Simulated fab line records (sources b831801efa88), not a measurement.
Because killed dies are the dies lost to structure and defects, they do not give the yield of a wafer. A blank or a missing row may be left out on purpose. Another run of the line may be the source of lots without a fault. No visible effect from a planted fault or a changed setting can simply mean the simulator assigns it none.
Matching of chambers    flow gf180mcu    cmp-01 running GF_V5_CMP_26: 4 sister chambers
The step polishes, stops on SiO2, t overpolish 15 s, target thk 0 nm. 14 wafers are shown with their chamber, then 7 later ones without.

WAFERS WITH THEIR CHAMBER
wafer   chamber  motorCurrentA (A)  timeToEndpointS (s)  slurryFilterDpKPa (kPa)
L579.2  3        12.0               88                   13.51
L579.3  0        10.5               84                   13.32
L579.6  0        10.6               84                   13.40
L587.2  0        10.2               90                   13.61
L587.3  2        10.4               94                   13.64
L587.6  3        11.3               90                   13.44
L588.1  1        10.7               84                   13.29
L588.2  0        10.5               87                   13.53
L588.5  3        11.8               85                   13.45
L596.2  2        11.1               87                   13.60
L596.4  1        11.5               83                   13.42
L596.5  2        10.5               90                   13.51
L598.1  0        10.4               90                   13.64
L598.4  3        11.2               89                   13.39

SIGNATURES (averages over the wafers above)
reading            chamber 0  chamber 1  chamber 2  chamber 3  scatter within a chamber
motorCurrentA      10.440     11.100     10.667     11.575     0.339
timeToEndpointS    87.00      83.50      90.33      88.00      2.74
slurryFilterDpKPa  13.5000    13.3550    13.5833    13.4475    0.0998
Rule: distance of a wafer from a chamber = root of the sum over the readings of ((wafer's reading minus chamber's mean) / reading's scatter) squared. The wafer belongs to the nearest chamber; if the next one is less than 2 further off, it can't be placed. How the scatter is found: for the shown wafers, subtract from each reading the mean of its chamber, square and add these, divide the total by (wafers less chambers), then take the root.

WAFERS WITHOUT THEIR CHAMBER
wafer   motorCurrentA (A)  timeToEndpointS (s)  slurryFilterDpKPa (kPa)
L598.6  11.0               87                   13.46
L600.1  10.6               82                   13.47
L600.3  10.7               88                   13.56
L600.6  11.9               86                   13.45
L601.2  11.9               78                   13.29
L601.4  10.4               77                   13.23
L601.5  10.6               82                   13.40

EACH ONE'S CHAMBER
wafer   from the rows above                in truth
L598.6  can't be placed: 1 or 0 or 3 or 2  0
L600.1  can't be placed: 0 or 1 or 2 or 3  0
L600.3  can't be placed: 2 or 0 or 3 or 1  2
L600.6  can't be placed: 3 or 1            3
L601.2  can't be placed: 1 or 3            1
L601.4  can't be placed: 1 or 0            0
L601.5  can't be placed: 1 or 0 or 2       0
0 of 7 placed correctly. From these rows, 7 cannot be placed; in 7 the true chamber is one of the candidates. Wrongly placed: 0.
